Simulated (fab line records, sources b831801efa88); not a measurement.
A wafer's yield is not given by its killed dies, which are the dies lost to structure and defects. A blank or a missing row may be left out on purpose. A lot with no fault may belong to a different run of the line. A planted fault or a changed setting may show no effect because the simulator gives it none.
Matching of chambers | flow sfq line | SFQ_TRILAYER_I0_CMP_CMP_028 on cmp-02: 4 sister chambers
The step polishes SiO2. 8 wafers are shown with their chamber, then 11 later ones without.

EACH WAFER AND ITS CHAMBER
wafer  | chamber | motor current A (A) | time to endpoint s (s)
L617.1 | 1       | 10.1                | 205
L618.1 | 1       | 10.0                | 200
L618.3 | 0       | 9.7                 | 214
L620.4 | 0       | 9.8                 | 214
L620.3 | 3       | 9.4                 | 219
L623.3 | 2       | 10.8                | 226
L623.4 | 3       | 9.7                 | 215
L623.6 | 2       | 10.7                | 223

WAFERS WITH NO CHAMBER GIVEN
wafer  | motor current A (A) | time to endpoint s (s)
L624.1 | 9.7                 | 223
L624.4 | 10.5                | 220
L629.1 | 10.1                | 198
L629.2 | 10.3                | 207
L629.5 | 9.8                 | 213
L631.2 | 11.1                | 219
L631.4 | 9.3                 | 223
L631.5 | 9.2                 | 216
L632.3 | 10.7                | 220
L632.2 | 9.6                 | 213
L632.6 | 10.1                | 213

WHICH CHAMBER EACH ONE RAN IN
wafer  | from the rows above          | in truth
L624.1 | can't be placed: 3 or 0      | 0
L624.4 | 2                            | 2
L629.1 | 1                            | 1
L629.2 | 1                            | 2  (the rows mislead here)
L629.5 | 0                            | 0
L631.2 | 2                            | 2
L631.4 | can't be placed: 3 or 0      | 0
L631.5 | can't be placed: 3 or 0      | 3
L632.3 | 2                            | 2
L632.2 | can't be placed: 0 or 3      | 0
L632.6 | can't be placed: 0 or 1 or 3 | 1
Correct placement for 5 of the 11. Can't be placed from these rows: 5 (the true chamber is among the candidates in 5). Number placed wrongly: 1.
How it was worked out, from the rows above alone: a wafer's distance from a chamber is the root of the sum, over the readings, of the square of ((its reading less the chamber's mean) divided by the reading's scatter). The wafer belongs to the nearest chamber; if the next one is less than 2 further off, it can't be placed. A chamber's mean is the mean of its shown wafers. How the scatter is found: for the shown wafers, subtract from each reading the mean of its chamber, square and add these, divide the total by (wafers less chambers), then take the root.
